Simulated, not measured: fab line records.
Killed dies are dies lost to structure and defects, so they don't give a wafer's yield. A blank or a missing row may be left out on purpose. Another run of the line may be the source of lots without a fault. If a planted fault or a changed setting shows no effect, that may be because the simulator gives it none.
fab line records | flow sky130
record: lots: 10 | wafers: 30 | last_day: 50
route steps=708 shown POLY_GATE@217 POLY_CUT@318 LI_CONTACT@374 VIA1@460 METAL2@485
lots that met no fault: taken from a fault-free run of the same line
start_h: hours from the record's first day to the start of the lot's first wafer shown | wait_h: hours elapsed since this lot's preceding step | " same as the row above | L1.1+2: a single row standing in for several wafers | - no value, or no start given | * or withheld: withheld | < > ~ a bound
route shown NAME@n: NAME is a module with steps in the file, n the number in the route of the first one | usual: mean/standard deviation of fault-free wafers | same: alike in all rows | chamber/n: place in a boat | sites: readings site by site | _std_site: standard deviation across them | _edge_site: mean of outer sites minus mean of inner sites | radius_mm: for every site, how far away it sits from the centre of the wafer | mask NAME#n: copy n | behind: tool/chamber where the wafer was last shaped | hold: why the lot went on hold/how many hours it stayed there/how the hold came to an end | device: names the non-switching transistor (n, p or np) | end of line: at the end of the route, the tests of the same wafers | step lacking rows: just its recipe | killed: the dies lost at the first sort to structure and to defects; this is not the yield of the wafer | map: dies across one wafer; x = killed, . = not, _ = none there
set.NAME: setting as actually run; set.NAME@STEP: the setting as run at that earlier step | model.NAME: the simulator's own value behind a step, which no gauge read
route steps across a sampled set of lots; one table per step, one row per wafer
services: when a tool's chamber went out of use (start_h, in hours from the record's first day, below 0 if earlier), for how many hours, and the reason
== steps ==
step: SKY_POLY_GATE_CVD_03
recipe: material: Si3N4 | precursor: DCS/NH3 | target_thk_nm: 75 | temp_c: 770 | time_s: 1290 | pressure_mtorr: 250
usual: zone_power_centre_pct: 12.4/0.79
lot.wafer | tool     | chamber | start_h | wait_h | zone_power_centre_pct
L929.1    | lpcvd-02 | 0       | 345.00  | 1.8    | 11.7
L929.4    | "        | 0       | "       | "      | 11.8
L929.5    | "        | 0       | "       | "      | 11.8
L930.2    | lpcvd-02 | 0       | 359.55  | 1.4    | 11.6
L930.5    | "        | 0       | "       | "      | 12.0
L930.6    | "        | 0       | "       | "      | 11.8
L933.1    | lpcvd-02 | 1       | 382.02  | 0.0    | 13.3
L933.3    | "        | 1       | "       | "      | 13.6
L933.6    | "        | 1       | "       | "      | 13.4
L943.1    | lpcvd-02 | 1       | 469.42  | 0.0    | 13.2
L943.2    | "        | 1       | "       | "      | 13.5
L943.3    | "        | 1       | "       | "      | 13.4
L944.1    | lpcvd-02 | 0       | 481.67  | 0.3    | 11.8
L944.4    | "        | 0       | "       | "      | 11.6
L944.5    | "        | 0       | "       | "      | 11.8
L945.1    | lpcvd-02 | 0       | 485.97  | 0.0    | 11.7
L945.2    | "        | 0       | "       | "      | 11.9
L945.4    | "        | 0       | "       | "      | 11.6
L948.1    | lpcvd-02 | 0       | 515.19  | 0.0    | 11.8
L948.2    | "        | 0       | "       | "      | 11.9
L948.3    | "        | 0       | "       | "      | 11.8
L949.1    | lpcvd-02 | 1       | 521.27  | 0.0    | 13.5
L949.4    | "        | 1       | "       | "      | 13.2
L949.5    | "        | 1       | "       | "      | 13.4
L950.2    | lpcvd-02 | 1       | 529.95  | 0.0    | 13.4
L950.3    | "        | 1       | "       | "      | 13.3
L950.4    | "        | 1       | "       | "      | 13.6
L951.1    | lpcvd-02 | 1       | 533.14  | 0.2    | 13.2
L951.3    | "        | 1       | "       | "      | 13.6
L951.4    | "        | 1       | "       | "      | 13.2
step: SKY_POLY_GATE_THK_MEAS_04
recipe: reads: Si3N4_of_POLY_GATE_CVD_03
usual: POLY_GATE_CVD_03_THK: 75.2/0.55
lot.wafer | tool          | chamber | start_h | wait_h | POLY_GATE_CVD_03_THK[nm]
L929.1    | film_metro-02 | -       | 346.36  | 0.0    | 75.5
L929.4    | "             | -       | "       | "      | 76.4
L929.5    | "             | -       | "       | "      | 75.8
L930.2    | film_metro-02 | -       | 360.92  | 0.0    | 75.3
L930.5    | "             | -       | "       | "      | 75.6
L930.6    | "             | -       | "       | "      | 75.1
L933.1    | film_metro-04 | -       | 383.38  | 0.0    | 46.7
L933.3    | "             | -       | "       | "      | 46.2
L933.6    | "             | -       | "       | "      | 46.3
L943.1    | film_metro-04 | -       | 470.78  | 0.0    | 74.9
L943.2    | "             | -       | "       | "      | 74.9
L943.3    | "             | -       | "       | "      | 75.9
L944.1    | film_metro-04 | -       | 483.03  | 0.0    | 75.1
L944.4    | "             | -       | "       | "      | 74.7
L944.5    | "             | -       | "       | "      | 75.5
L945.1    | film_metro-02 | -       | 487.33  | 0.0    | 74.0
L945.2    | "             | -       | "       | "      | 75.6
L945.4    | "             | -       | "       | "      | 74.3
L948.1    | film_metro-01 | -       | 516.55  | 0.0    | 75.0
L948.2    | "             | -       | "       | "      | 74.8
L948.3    | "             | -       | "       | "      | 75.2
L949.1    | film_metro-04 | -       | 522.63  | 0.0    | 75.8
L949.4    | "             | -       | "       | "      | 76.0
L949.5    | "             | -       | "       | "      | 75.1
L950.2    | film_metro-02 | -       | 531.32  | 0.0    | 73.3
L950.3    | "             | -       | "       | "      | 74.3
L950.4    | "             | -       | "       | "      | 74.6
L951.1    | film_metro-01 | -       | 534.50  | 0.0    | 74.7
L951.3    | "             | -       | "       | "      | 75.3
L951.4    | "             | -       | "       | "      | 74.6
step: SKY_POLY_GATE_ETCH_16
recipe: stop_on: poly-Si | chemistry: CH3F/O2 | target: Si3N4 | source_w: 400 | bias_w: 80 | pressure_mtorr: 25 | ch3f_flow_sccm: 40 | O2_flow_sccm: 30 | time_s: 147.5 | target_depth_a: 750
usual: drypump_motor_current_A: 5.7/0.38 | oes_product_au: 0.641/0.005 | throttle_valve_pct: 10.535/0.0093
lot.wafer | tool        | chamber | start_h | wait_h | drypump_motor_current_A | oes_product_au | rf_hours_counter_h | throttle_valve_pct
L929.1    | rie_diel-03 | 2       | 374.79  | 0.0    | 5.6                     | 0.646          | 91                 | 10.541
L929.4    | "           | 0       | "       | "      | 5.9                     | 0.645          | 3                  | 10.530
L929.5    | "           | 1       | "       | "      | 5.6                     | 0.641          | -                  | 10.543
L930.2    | rie_diel-02 | 3       | 390.23  | 0.0    | 5.6                     | 0.646          | 112                | 10.541
L930.5    | "           | 3       | "       | "      | 5.6                     | 0.639          | -                  | 10.533
L930.6    | "           | 2       | "       | "      | 6.2                     | 0.637          | -                  | 10.542
L933.1    | rie_diel-02 | 0       | 412.13  | 0.0    | 5.5                     | 0.541          | 79                 | 10.523
L933.3    | "           | 2       | "       | "      | 6.2                     | 0.536          | 27                 | 10.509
L933.6    | "           | 1       | "       | "      | 6.0                     | 0.538          | -                  | 10.533
L943.1    | rie_diel-04 | 3       | 501.89  | 0.0    | 6.2                     | 0.646          | 5                  | 10.534
L943.2    | "           | 0       | "       | "      | 5.1                     | 0.642          | 9                  | 10.536
L943.3    | "           | 1       | "       | "      | 4.8                     | 0.639          | 5                  | 10.546
L944.1    | rie_diel-02 | 1       | 514.08  | 0.0    | 6.0                     | 0.647          | 6                  | 10.522
L944.4    | "           | 2       | "       | "      | 6.2                     | 0.637          | 29                 | 10.524
L944.5    | "           | 3       | "       | "      | 5.6                     | 0.639          | -                  | 10.540
L945.1    | rie_diel-03 | 2       | 517.98  | 0.0    | 5.7                     | 0.630          | 0                  | 10.545
L945.2    | "           | 0       | "       | "      | 6.0                     | 0.644          | 6                  | 10.530
L945.4    | "           | 3       | "       | "      | 5.4                     | 0.647          | 8                  | 10.526
L948.1    | rie_diel-04 | 3       | 546.05  | 0.0    | 6.2                     | 0.646          | 5                  | 10.531
L948.2    | "           | 2       | "       | "      | 5.4                     | 0.645          | 1                  | 10.538
L948.3    | "           | 0       | "       | "      | 5.1                     | 0.642          | 9                  | 10.531
L949.1    | rie_diel-02 | 0       | 552.89  | 0.0    | 5.6                     | 0.646          | 82                 | 10.534
L949.4    | "           | 1       | "       | "      | 6.0                     | 0.641          | 7                  | 10.546
L949.5    | "           | 3       | "       | "      | 5.6                     | 0.640          | -                  | 10.530
L950.2    | rie_diel-03 | 0       | 560.80  | 0.0    | 5.9                     | 0.638          | 6                  | 10.545
L950.3    | "           | 3       | "       | "      | 5.4                     | 0.632          | 8                  | 10.534
L950.4    | "           | 1       | "       | "      | 5.6                     | 0.645          | 5                  | 10.533
L951.1    | rie_diel-03 | 3       | 564.88  | 0.0    | 5.4                     | 0.640          | 9                  | 10.537
L951.3    | "           | 0       | "       | "      | 6.0                     | 0.638          | 6                  | 10.532
L951.4    | "           | 1       | "       | "      | 5.5                     | 0.643          | 6                  | 10.537
step: SKY_POLY_CUT_ETCH_11
recipe: target: Si3N4 | chemistry: CF4/CH2F2/Ar | stop_on: poly-Si | source_w: 600 | bias_w: 150 | pressure_mtorr: 40 | cf4_flow_sccm: 40 | ch2f2_flow_sccm: 20 | Ar_flow_sccm: 150 | time_s: 42.5 | target_depth_a: 600
usual: drypump_motor_current_A: 5.5/0.47 | oes_product_au: 0.831/0.0055 | throttle_valve_pct: 14.995/0.0093
lot.wafer | tool        | chamber | start_h | wait_h | drypump_motor_current_A | oes_product_au | rf_hours_counter_h | throttle_valve_pct
L929.1    | rie_diel-04 | 2       | 559.96  | 0.0    | 5.4                     | 0.840          | 1                  | 14.985
L929.4    | "           | 1       | "       | "      | 4.8                     | 0.836          | 6                  | 14.988
L929.5    | "           | 1       | "       | "      | 4.8                     | 0.830          | -                  | 15.001
L930.2    | rie_diel-02 | 0       | 580.09  | 0.0    | 5.5                     | 0.829          | 0                  | 14.975
L930.5    | "           | 3       | "       | "      | 5.6                     | 0.835          | -                  | 14.988
L930.6    | "           | 0       | "       | "      | 5.5                     | 0.831          | -                  | 14.990
L933.1    | rie_diel-04 | 2       | 600.14  | 0.0    | 5.4                     | 0.651          | 2                  | 14.996
L933.3    | "           | 1       | "       | "      | 4.8                     | 0.648          | 7                  | 14.981
L933.6    | "           | 2       | "       | "      | 5.4                     | 0.658          | -                  | 14.973
L943.1    | rie_diel-02 | 1       | 680.55  | 0.0    | 6.0                     | 0.825          | 9                  | 14.999
L943.2    | "           | 2       | "       | "      | 6.2                     | 0.827          | 33                 | 15.006
L943.3    | "           | 3       | "       | "      | 5.6                     | 0.834          | 6                  | 15.011
L944.1    | rie_diel-02 | 2       | 691.81  | 0.0    | 6.2                     | 0.824          | 33                 | 14.994
L944.4    | "           | 3       | "       | "      | 5.6                     | 0.827          | 6                  | 14.997
L944.5    | "           | 3       | "       | "      | 5.6                     | 0.831          | -                  | 14.998
L945.1    | rie_diel-01 | 3       | 697.19  | 0.0    | 5.0                     | 0.829          | 1                  | 14.994
L945.2    | "           | 1       | "       | "      | 5.9                     | 0.841          | 1                  | 14.995
L945.4    | "           | 0       | "       | "      | 5.5                     | 0.828          | 2                  | 15.006
L948.1    | rie_diel-02 | 3       | 722.00  | 0.0    | 5.7                     | 0.824          | 7                  | 14.998
L948.2    | "           | 0       | "       | "      | 5.5                     | 0.824          | 3                  | 14.980
L948.3    | "           | 2       | "       | "      | 6.2                     | 0.828          | 33                 | 15.001
L949.1    | rie_diel-01 | 0       | 727.31  | 0.0    | 5.5                     | 0.840          | 2                  | 15.003
L949.4    | "           | 2       | "       | "      | 5.1                     | 0.838          | 12                 | 14.997
L949.5    | "           | 0       | "       | "      | 5.5                     | 0.829          | -                  | 15.011
L950.2    | rie_diel-04 | 3       | 737.14  | 0.0    | 6.2                     | 0.815          | 10                 | 14.986
L950.3    | "           | 2       | "       | "      | 5.4                     | 0.822          | 5                  | 14.977
L950.4    | "           | 0       | "       | "      | 5.1                     | 0.828          | 14                 | 14.982
L951.1    | rie_diel-04 | 1       | 739.70  | 0.0    | 4.8                     | 0.826          | 11                 | 14.993
L951.3    | "           | 3       | "       | "      | 6.2                     | 0.838          | 10                 | 14.991
L951.4    | "           | 0       | "       | "      | 5.2                     | 0.825          | 14                 | 14.997
step: SKY_LI_CONTACT_CD_MEAS_12
recipe: target_cd_nm: 170
usual: cd_nm: 170.1/1.4
lot.wafer | tool      | chamber | start_h | wait_h | cd_nm
L929.1    | cd_sem-02 | -       | 677.34  | -      | 168.3
L929.4    | "         | -       | "       | "      | 168.6
L929.5    | "         | -       | "       | "      | 168.7
L930.2    | cd_sem-02 | -       | 694.36  | -      | 170.0
L930.5    | "         | -       | "       | "      | 170.8
L930.6    | "         | -       | "       | "      | 168.7
L933.1    | cd_sem-01 | -       | 714.10  | -      | 168.2
L933.3    | "         | -       | "       | "      | 167.5
L933.6    | "         | -       | "       | "      | 168.4
L943.1    | cd_sem-01 | -       | 790.45  | -      | 169.9
L943.2    | "         | -       | "       | "      | 170.4
L943.3    | "         | -       | "       | "      | 169.4
L944.1    | cd_sem-02 | -       | 800.94  | -      | 168.8
L944.4    | "         | -       | "       | "      | 169.2
L944.5    | "         | -       | "       | "      | 168.2
L945.1    | cd_sem-01 | -       | 805.39  | -      | 171.9
L945.2    | "         | -       | "       | "      | 171.2
L945.4    | "         | -       | "       | "      | 171.0
L948.1    | cd_sem-02 | -       | 829.50  | -      | 170.5
L948.2    | "         | -       | "       | "      | 172.0
L948.3    | "         | -       | "       | "      | 172.4
L949.1    | cd_sem-01 | -       | 834.91  | -      | 170.7
L949.4    | "         | -       | "       | "      | 170.2
L949.5    | "         | -       | "       | "      | 170.3
L950.2    | cd_sem-01 | -       | 843.87  | -      | 169.7
L950.3    | "         | -       | "       | "      | 169.8
L950.4    | "         | -       | "       | "      | 168.9
L951.1    | cd_sem-02 | -       | 845.60  | -      | 171.9
L951.3    | "         | -       | "       | "      | 171.2
L951.4    | "         | -       | "       | "      | 169.2
step: SKY_VIA1_CMP_02
recipe: material: SiO2 | down_force_psi: 4 | platen_rpm: 60 | pad_velocity_m_s: 0.94248
usual: motor_current_A: 11.3/0.97 | slurry_filter_dp_kPa: 13.50/0.15
lot.wafer | tool   | chamber | start_h | wait_h | motor_current_A | slurry_filter_dp_kPa
L929.1    | cmp-01 | 0       | 765.75  | 0.1    | 12.6            | 13.35
L929.4    | "      | 1       | "       | "      | 9.6             | 13.33
L929.5    | "      | 0       | "       | "      | 12.2            | 13.35
L930.2    | cmp-01 | 2       | 782.27  | 0.2    | 10.9            | 13.39
L930.6    | "      | 3       | "       | "      | 12.2            | 13.62
L930.5    | "      | 0       | "       | "      | 12.0            | 13.93
L933.3    | cmp-01 | 0       | 799.20  | 0.1    | 12.1            | 13.37
L933.1    | "      | 1       | "       | "      | 9.5             | 13.74
L933.6    | "      | 0       | "       | "      | 12.7            | 13.43
L943.3    | cmp-02 | 2       | 873.86  | 0.0    | 9.6             | 13.35
L943.1    | "      | 3       | "       | "      | 12.3            | 13.39
L943.2    | "      | 1       | "       | "      | 10.9            | 13.43
L944.4    | cmp-02 | 1       | 884.82  | 0.1    | 11.2            | 13.60
L944.1    | "      | 2       | "       | "      | 10.0            | 13.66
L944.5    | "      | 0       | "       | "      | 11.2            | 13.58
L945.1    | cmp-02 | 1       | 887.85  | 0.1    | 11.2            | 13.52
L945.4    | "      | 2       | "       | "      | 9.7             | 13.40
L945.2    | "      | 3       | "       | "      | 11.7            | 13.53
L948.3    | cmp-02 | 1       | 912.40  | 0.0    | 10.9            | 13.44
L948.1    | "      | 2       | "       | "      | 10.3            | 13.61
L948.2    | "      | 3       | "       | "      | 10.8            | 13.54
L949.4    | cmp-02 | 0       | 917.00  | 0.0    | 11.6            | 13.57
L949.1    | "      | 3       | "       | "      | 11.7            | 13.61
L949.5    | "      | 1       | "       | "      | 11.1            | 13.71
L950.4    | cmp-02 | 1       | 925.22  | 0.0    | 12.1            | 13.49
L950.2    | "      | 2       | "       | "      | 9.9             | 13.30
L950.3    | "      | 3       | "       | "      | 12.5            | 13.53
L951.4    | cmp-02 | 3       | 927.00  | 0.0    | 12.3            | 13.59
L951.3    | "      | 1       | "       | "      | 11.4            | 13.43
L951.1    | "      | 2       | "       | "      | 10.4            | 13.44
step: SKY_METAL2_SPUTTER_02
recipe: material: AlCu | target_thk_nm: 250 | power_w: 10600 | time_s: 13.3 | chamber_pressure_pa: 0.4
usual: throttle_valve_pct: 29.8/0.94
lot.wafer | tool           | chamber | start_h | wait_h | throttle_valve_pct
L929.1    | pvd_sputter-02 | -       | 793.88  | 0.0    | 29.8
L929.4    | "              | -       | "       | "      | 30.8
L929.5    | "              | -       | "       | "      | 30.4
L930.2    | pvd_sputter-02 | -       | 810.37  | 0.0    | 29.7
L930.5    | "              | -       | "       | "      | 29.7
L930.6    | "              | -       | "       | "      | 30.1
L933.1    | pvd_sputter-02 | -       | 827.08  | 0.0    | 29.7
L933.3    | "              | -       | "       | "      | 30.9
L933.6    | "              | -       | "       | "      | 28.7
L943.1    | pvd_sputter-04 | -       | 901.23  | 0.0    | 30.5
L943.2    | "              | -       | "       | "      | 29.1
L943.3    | "              | -       | "       | "      | 30.2
L944.1    | pvd_sputter-04 | -       | 912.05  | 0.0    | 29.9
L944.4    | "              | -       | "       | "      | 29.3
L944.5    | "              | -       | "       | "      | 29.1
L945.1    | pvd_sputter-04 | -       | 914.22  | 0.0    | 29.1
L945.2    | "              | -       | "       | "      | 29.1
L945.4    | "              | -       | "       | "      | 30.4
L948.1    | pvd_sputter-04 | -       | 938.69  | 0.0    | 29.9
L948.2    | "              | -       | "       | "      | 30.5
L948.3    | "              | -       | "       | "      | 29.2
L949.1    | pvd_sputter-01 | -       | 943.75  | 0.0    | 32.1
L949.4    | "              | -       | "       | "      | 29.6
L949.5    | "              | -       | "       | "      | 32.3
L950.2    | pvd_sputter-04 | -       | 951.37  | 0.0    | 29.9
L950.3    | "              | -       | "       | "      | 30.5
L950.4    | "              | -       | "       | "      | 30.6
L951.1    | pvd_sputter-02 | -       | 952.97  | 0.0    | 28.9
L951.3    | "              | -       | "       | "      | 30.0
L951.4    | "              | -       | "       | "      | 30.5
== services ==
tool        | chamber | start_h | hours | kind
cmp-02      | -       | 321.91  | 1.5   | repair
lpcvd-02    | -       | 342.59  | 0.6   | repair
cmp-02      | -       | 345.10  | 1.0   | repair
rie_diel-02 | 1       | 375.96  | 4.3   | repair
cmp-02      | -       | 380.43  | 6.9   | pm
cmp-02      | -       | 404.00  | 4.0   | pm
lpcvd-02    | -       | 480.94  | 0.6   | repair
cmp-02      | -       | 484.42  | 1.4   | repair
cmp-02      | -       | 530.32  | 0.2   | repair
cmp-02      | -       | 539.56  | 2.3   | repair
cmp-02      | -       | 594.77  | 4.2   | repair
rie_diel-02 | -       | 602.89  | 5.8   | repair
lpcvd-02    | -       | 619.05  | 0.6   | repair
rie_diel-02 | 0       | 636.22  | 23.4  | repair
cmp-02      | -       | 655.44  | 0.5   | repair
rie_diel-02 | 2       | 692.99  | 10.2  | repair
rie_diel-02 | 1       | 699.62  | 11.1  | repair
lpcvd-02    | -       | 699.80  | 6.1   | pm
rie_diel-02 | 0       | 731.79  | 2.4   | repair
rie_diel-02 | -       | 785.69  | 0.5   | repair
rie_diel-02 | 3       | 792.85  | 4.8   | repair
rie_diel-02 | -       | 818.42  | 2.8   | pm
rie_diel-02 | 1       | 836.56  | 7.3   | repair
rie_diel-02 | 2       | 900.87  | 2.8   | repair
== key ==
first_sign: step: SKY_POLY_GATE_THK_MEAS_04 | reading: POLY_GATE_CVD_03_THK | direction: down | sigmas: 52 | usual: 75.2 | struck: 46.4
effect: step: SKY_POLY_GATE_ETCH_16 | reading: oes_product_au | direction: down | sigmas: 21 | usual: 0.641 | struck: 0.538
effect: step: SKY_POLY_CUT_ETCH_11 | reading: oes_product_au | direction: down | sigmas: 32 | usual: 0.831 | struck: 0.652
met_at SKY_POLY_GATE_CVD_03
struck_lots L933
struck_wafers L933.1,L933.3,L933.6
tester_left_out L933
not_acting_at SKY_LI_CONTACT_CD_MEAS_12,SKY_VIA1_CMP_02,SKY_METAL2_SPUTTER_02
fault: kind: process_parameter_drift | tool: lpcvd-02 | chamber: 1 | onset_h: 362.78 | steps: SKY_POLY_GATE_CVD_03 | channel: target_thk_nm | offset: -28.69 | shape: step | end_h: 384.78 | acts_in: these_recipes_only | stated: 75
tester_left_out: of these lots the tester's yield and bins aren't shown, on N5 and GAA mostly nor the transistor test; their killed dies are dies lost to structure and defects alone, not to doping, threshold or leakage, so they don't give the yield
